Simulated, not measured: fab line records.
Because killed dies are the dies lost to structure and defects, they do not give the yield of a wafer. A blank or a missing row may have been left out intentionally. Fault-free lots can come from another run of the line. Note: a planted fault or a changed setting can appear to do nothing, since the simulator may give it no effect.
fab line records    flow gf180mcu
record lots=5  wafers=15  last_day=33
route steps=602 shown NSD@240 PSD@248
lots that met no fault: from a run of the same line without faults
start_h: the number of hours between the record's first day and the start of the first shown wafer of the lot    wait_h: time in hours since the lot's previous step    " as in the row above    L1.1+2: a single row standing in for several wafers    - no value, or no start was given    * or withheld: withheld    < > ~ a bound
route shown NAME@n: names a module that has steps shown in the file, with the first one's number in the route    usual: the fault-free wafers' mean and standard deviation    same: alike in all rows    chamber/n: place in a boat    sites: each site's reading    _std_site: standard deviation across them    _edge_site: outer sites' mean less inner sites'    radius_mm: for every site, how far away it sits from the centre of the wafer    mask NAME#n: copy n    behind: the last tool/chamber to shape the wafer    hold: why the lot went on hold/how many hours it stayed there/how the hold came to an end    device: transistor that didn't switch, given as n, p or np    end of line: tests run on the same wafers once the route is complete    a step given without rows: its recipe and nothing more    killed: dies lost to structure and defects at the first sort, not the wafer's yield    map: per-die view of a wafer (x killed, . not killed, _ where there is no die)
set.NAME: the setting as run; set.NAME@STEP: as run at that earlier step    model.NAME: the simulator's own value behind a step, which no gauge read
lots at some steps of the route; a table a step, a row a wafer
services: the hour from which a tool's chamber was out of use, counted from the record's first day as start_h (under 0 if before that day), plus the number of hours and why
## steps
# step GF_NSD_PEB_05
# recipe temp_c=withheld  time_s=*  resist=NOVOLAK
# step GF_NSD_DEVELOP_06
# recipe develop_time_s=60  dev_temp_c=23
# step GF_NSD_CD_MEAS_07
# recipe target_cd_nm=400
# usual cd_nm=400.4/2.2
lot.wafer  tool       chamber  start_h  wait_h  cd_nm
L184.4     cd_sem-01  -        348.27   0.1     404.8
L184.5     "          -        "        "       404.0
L184.6     "          -        "        "       405.0
L186.1     cd_sem-01  -        362.71   0.1     398.8
L186.2     "          -        "        "       399.5
L186.5     "          -        "        "       398.6
L191.2     cd_sem-02  -        397.30   0.1     397.7
L191.3     "          -        "        "       398.0
L191.4     "          -        "        "       398.5
L194.1     cd_sem-02  -        426.27   0.1     399.8
L194.3     "          -        "        "       403.9
L194.4     "          -        "        "       401.1
L199.1     cd_sem-02  -        463.38   0.1     402.4
L199.2     "          -        "        "       401.3
L199.3     "          -        "        "       401.6
# step GF_NSD_OVL_MEAS_08
# usual NSD_OVL=-0.6/1.4
lot.wafer  tool        chamber  start_h  wait_h  NSD_OVL[nm]
L184.4     overlay-01  -        348.34   0.1     0.1
L184.5     "           -        "        "       0.5
L184.6     "           -        "        "       -0.9
L186.1     overlay-01  -        362.83   0.1     -0.5
L186.2     "           -        "        "       -2.3
L186.5     "           -        "        "       -2.1
L191.2     overlay-01  -        397.41   0.1     0.9
L191.3     "           -        "        "       -0.9
L191.4     "           -        "        "       -1.2
L194.1     overlay-01  -        426.39   0.1     1.0
L194.3     "           -        "        "       -1.6
L194.4     "           -        "        "       0.2
L199.1     overlay-02  -        463.50   0.1     -1.3
L199.2     "           -        "        "       -2.0
L199.3     "           -        "        "       -0.6
# step GF_NSD_IMPLANT_09
# recipe species=As  energy_kev=60  dose_cm2=4e+15  tilt_deg=7
# step GF_NSD_IMPLANT_10
# recipe species=P  energy_kev=40  dose_cm2=5e+14  tilt_deg=7
# step GF_NSD_STRIP_11
# recipe chemistry=O2/N2  power_w=1400  pressure_mtorr=1500  platen_temp_c=250  o2_flow_sccm=3000  n2_flow_sccm=300  overash_fraction=0.5
# usual drypump_motor_current_A=5.6/0.49  heater_power_w=354/45  oes_product_au=0.487/0.0048  strip_time_to_endpoint_s=22.97/0.036
lot.wafer  tool             chamber  start_h  wait_h  drypump_motor_current_A  heater_power_w  oes_product_au  rf_hours_counter_h  strip_time_to_endpoint_s
L184.4     plasma_asher-04  1        348.69   0.1     6.2                      351             0.489           -                   22.91
L184.5     "                0        "        "       5.4                      411             0.482           -                   22.91
L184.6     "                1        "        "       6.2                      355             0.479           -                   22.86
L186.1     plasma_asher-04  1        363.16   0.1     6.2                      351             0.492           26                  22.96
L186.2     "                0        "        "       5.4                      427             0.487           26                  22.96
L186.5     "                1        "        "       6.2                      358             0.486           -                   22.97
L191.2     plasma_asher-04  1        397.74   0.1     6.2                      360             0.494           30                  22.96
L191.3     "                1        "        "       6.2                      359             0.487           -                   22.92
L191.4     "                0        "        "       5.4                      417             0.482           -                   22.89
L194.1     plasma_asher-01  0        426.73   0.1     5.8                      310             0.488           78                  23.01
L194.3     "                1        "        "       4.8                      352             0.493           -                   23.02
L194.4     "                0        "        "       5.8                      303             0.488           -                   22.97
L199.1     plasma_asher-01  1        463.84   0.1     4.8                      344             0.484           82                  22.99
L199.2     "                0        "        "       5.8                      304             0.486           82                  22.93
L199.3     "                0        "        "       5.8                      309             0.486           -                   22.99
# step GF_NSD_TW_MEAS_12
# usual NSD_TW=4269/43
lot.wafer  tool           chamber  start_h  wait_h  NSD_TW
L184.4     film_metro-02  -        348.79   0.1     4197
L184.5     "              -        "        "       4209
L184.6     "              -        "        "       4206
L186.1     film_metro-04  -        363.26   0.1     4330
L186.2     "              -        "        "       4302
L186.5     "              -        "        "       4306
L191.2     film_metro-03  -        397.85   0.1     4304
L191.3     "              -        "        "       4283
L191.4     "              -        "        "       4259
L194.1     film_metro-04  -        426.83   0.1     4304
L194.3     "              -        "        "       4309
L194.4     "              -        "        "       4299
L199.1     film_metro-04  -        463.94   0.1     4290
L199.2     "              -        "        "       4305
L199.3     "              -        "        "       4286
# step GF_PSD_DEHYDRATE_00
# recipe temp_c=200  time_s=60
# step GF_PSD_HMDS_01
# recipe prime_time_s=60  prime_temp_c=120
# step GF_PSD_COAT_02
# recipe resist=NOVOLAK  spin_rpm=3000  resist_thk_nm=1000
# step GF_PSD_SOFTBAKE_03
# recipe temp_c=90  time_s=60  resist=NOVOLAK
# step GF_PSD_EXPOSE_04
# recipe mask_id=Pplus  target_cd_nm=400  na=0.6  source_shape=conventional  sigma_outer=0.6  dose_mj=140
lot.wafer   tool              chamber  start_h  wait_h  mask
L184.4+5+6  iline_stepper-02  0        359.84   -       Pplus#0
L186.1+2+5  iline_stepper-01  0        374.18   -       Pplus#0
L191.2+3+4  iline_stepper-02  0        409.28   -       Nplus#0
L194.1+3+4  iline_stepper-01  0        439.28   -       Pplus#0
L199.1+2+3  iline_stepper-02  0        476.14   -       Pplus#0
# step GF_PSD_PEB_05
# recipe temp_c=withheld  time_s=*  resist=NOVOLAK
# step GF_PSD_DEVELOP_06
# recipe develop_time_s=60  dev_temp_c=23
# step GF_PSD_CD_MEAS_07
# recipe target_cd_nm=400
# usual cd_nm=401.0/1.9
lot.wafer  tool       chamber  start_h  wait_h  cd_nm
L184.4     cd_sem-02  -        370.52   0.1     403.1
L184.5     "          -        "        "       403.3
L184.6     "          -        "        "       404.8
L186.1     cd_sem-01  -        385.25   0.1     400.8
L186.2     "          -        "        "       400.3
L186.5     "          -        "        "       399.9
L191.2     cd_sem-02  -        420.74   0.1     -
L191.3     "          -        "        "       -
L191.4     "          -        "        "       -
L194.1     cd_sem-01  -        450.95   0.1     400.7
L194.3     "          -        "        "       399.0
L194.4     "          -        "        "       400.4
L199.1     cd_sem-02  -        488.00   0.1     399.5
L199.2     "          -        "        "       399.2
L199.3     "          -        "        "       400.0
# step GF_PSD_OVL_MEAS_08
# usual PSD_OVL=2.2/1.3
lot.wafer  tool        chamber  start_h  wait_h  PSD_OVL[nm]
L184.4     overlay-02  -        370.59   0.1     2.3
L184.5     "           -        "        "       2.0
L184.6     "           -        "        "       2.9
L186.1     overlay-02  -        385.37   0.1     2.0
L186.2     "           -        "        "       1.5
L186.5     "           -        "        "       2.7
L191.2     overlay-02  -        420.85   0.1     -
L191.3     "           -        "        "       -
L191.4     "           -        "        "       -
L194.1     overlay-02  -        451.07   0.1     2.3
L194.3     "           -        "        "       1.7
L194.4     "           -        "        "       2.3
L199.1     overlay-01  -        488.12   0.1     0.5
L199.2     "           -        "        "       2.4
L199.3     "           -        "        "       2.1
# step GF_PSD_IMPLANT_09
# recipe species=BF2  energy_kev=40  dose_cm2=1.5e+15  tilt_deg=7
# step GF_PSD_STRIP_10
# recipe chemistry=O2/N2  power_w=1400  pressure_mtorr=1500  platen_temp_c=250  o2_flow_sccm=3000  n2_flow_sccm=300  overash_fraction=0.5
# usual drypump_motor_current_A=5.8/0.47  heater_power_w=351/47  oes_product_au=0.592/0.0043  strip_time_to_endpoint_s=16.53/0.031
lot.wafer  tool             chamber  start_h  wait_h  drypump_motor_current_A  heater_power_w  oes_product_au  rf_hours_counter_h  strip_time_to_endpoint_s
L184.4     plasma_asher-04  1        370.94   0.1     6.2                      346             0.595           -                   16.56
L184.5     "                0        "        "       5.4                      411             0.597           -                   16.53
L184.6     "                1        "        "       6.2                      355             0.597           -                   16.50
L186.1     plasma_asher-04  1        385.56   0.1     6.2                      351             0.588           29                  16.51
L186.2     "                0        "        "       5.4                      419             0.593           29                  16.51
L186.5     "                1        "        "       6.2                      345             0.590           -                   16.50
L191.2     plasma_asher-02  1        421.03   0.1     6.3                      336             0.596           64                  16.57
L191.3     "                1        "        "       6.3                      344             0.593           -                   16.59
L191.4     "                0        "        "       5.1                      306             0.594           -                   16.55
L194.1     plasma_asher-02  1        451.26   0.1     6.3                      337             0.593           68                  16.52
L194.3     "                0        "        "       5.1                      303             0.585           -                   16.54
L194.4     "                1        "        "       6.3                      337             0.594           -                   16.54
L199.1     plasma_asher-02  0        488.31   0.1     5.1                      301             0.589           72                  16.54
L199.2     "                1        "        "       6.3                      343             0.591           72                  16.54
L199.3     "                0        "        "       5.1                      310             0.592           -                   16.56
# step GF_PSD_TW_MEAS_11
# usual PSD_TW=3186/37
lot.wafer  tool           chamber  start_h  wait_h  PSD_TW
L184.4     film_metro-02  -        371.04   0.1     3141
L184.5     "              -        "        "       3139
L184.6     "              -        "        "       3135
L186.1     film_metro-04  -        385.66   0.1     3216
L186.2     "              -        "        "       3229
L186.5     "              -        "        "       3238
L191.2     film_metro-03  -        421.14   0.1     30
L191.3     "              -        "        "       30
L191.4     "              -        "        "       30
L194.1     film_metro-03  -        451.36   0.1     3216
L194.3     "              -        "        "       3206
L194.4     "              -        "        "       3186
L199.1     film_metro-02  -        488.41   0.1     3166
L199.2     "              -        "        "       3142
L199.3     "              -        "        "       3153
# step GF_PSD_CLEAN_12
# recipe chemistry=SC1/SC2  mix=1:4:20  temp_c=70  time_s=150  dry=n2_spin
## services
tool              chamber  start_h  hours  kind
plasma_asher-01   -        338.56   27.7   repair
iline_stepper-02  -        343.63   4.8    repair
iline_stepper-01  -        351.48   4.7    repair
iline_stepper-01  -        358.76   7.0    repair
iline_stepper-02  0        399.45   -      calibration
plasma_asher-04   -        410.05   0.5    repair
plasma_asher-01   -        429.86   0.4    repair
plasma_asher-04   -        449.95   4.3    pm
iline_stepper-02  -        450.93   1.7    pm
iline_stepper-01  0        466.62   -      calibration
iline_stepper-01  -        484.73   1.7    pm
## key
first_sign step=GF_PSD_EXPOSE_04  reading=mask  direction=changed
effect step=GF_PSD_CD_MEAS_07  reading=cd_nm  direction=missing
effect step=GF_PSD_OVL_MEAS_08  reading=PSD_OVL  direction=missing
effect step=GF_PSD_TW_MEAS_11  reading=PSD_TW  direction=down  sigmas=85  usual=3186  struck=30
met_at GF_PSD_EXPOSE_04
struck_wafers L191.2,L191.3,L191.4
sort_left_out L191.2,L191.3,L191.4
tester_left_out L191
onset_between 359.84 409.28
fault kind=wrong_mask  tool=any  chamber=-  onset_h=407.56  steps=GF_PSD_EXPOSE_04  aux_copy=Nplus#0  scope=struck_lots_only
# tester_left_out: of these lots the tester's yield and bins aren't shown, on N5 and GAA mostly nor the transistor test; their killed dies are dies lost to structure and defects alone, not to doping, threshold or leakage, so they don't give the yield
# sort_left_out: the simulated sort isn't trusted on such a fault, so these wafers' sort isn't shown, and their yield isn't known
